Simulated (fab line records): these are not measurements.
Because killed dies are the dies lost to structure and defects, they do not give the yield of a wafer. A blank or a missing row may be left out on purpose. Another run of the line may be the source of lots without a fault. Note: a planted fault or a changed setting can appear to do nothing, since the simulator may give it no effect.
What tool caused it?	flow gf180mcu	21 wafers from 7 lots sampled at 2 of the route's 602 steps

== WHAT THE GAUGES READ, wafer by wafer ==
GF_STI_THK_MEAS_24.
lot	measured	on	STI_CVD_23_THK (nm)
L456	day 2 14:00	film_metro-02	647 649 656
L460	day 3 11:07	film_metro-02	658 481 657
L465	day 4 12:26	film_metro-02	463 643 656
L468	day 5 05:27	film_metro-03	655 670 657
L470	day 5 17:31	film_metro-03	659 638 662
L473	day 6 09:51	film_metro-01	665 660 652
L477	day 7 04:53	film_metro-02	666 635 654

== TOOL THAT RAN EACH LOT (tool first, then ch and the chambers of the sampled wafers, then the start) ==
lot	GF_STI_CVD_23
L456	hdpcvd-01 ch 0,1,2, day 2 13:55
L460	hdpcvd-01 ch 0,2, day 3 11:01
L465	hdpcvd-01 ch 0,1,2, day 4 12:21
L468	hdpcvd-02 ch 0,1, day 5 05:22
L470	hdpcvd-02 ch 0,2, day 5 17:26
L473	hdpcvd-02 ch 1,2, day 6 09:46
L477	hdpcvd-02 ch 0,1,2, day 7 04:49
- GF_STI_CVD_23: deposits SiO2, target thk 650 nm, time 108.3 s.

== THE ANSWER, worked out from the rows above alone ==
Rule: the lots themselves supply what counts as usual. Put in order of their means at a reading, lots are off if they are a third of the lots or fewer, leave a main group of 4 or more, and stand apart from it by a gap of 3 or more times the standard deviation of the main group's means; of several such gaps the widest counts. The tables above print the reading to a certain number of digits; a main group whose means all agree to those digits is not used. A lot without any number at a reading at which 4 lots or more have one is off too. Any other lot the step has rows for is counted as sound.
Off: at GF_STI_THK_MEAS_24 (STI_CVD_23_THK), L460, L465. Main group: mean 655 nm, sd 4.
A tool fits if, at a process step before that reading, it ran every lot that is off, and no sound lot after the first of them. The gauges at GF_STI_THK_MEAS_24 are tried like those tools. One fits: GF_STI_CVD_23 on hdpcvd-01. Its last sound lot is L456 (day 2 13:55), its first lot that is off L460 (day 3 11:01): a fault that began between those two fits.

== WHAT THE SIMULATOR HAD INSERTED ==
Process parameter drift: hdpcvd-01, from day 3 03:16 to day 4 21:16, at GF_STI_CVD_23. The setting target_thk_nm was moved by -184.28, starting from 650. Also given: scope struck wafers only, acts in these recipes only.
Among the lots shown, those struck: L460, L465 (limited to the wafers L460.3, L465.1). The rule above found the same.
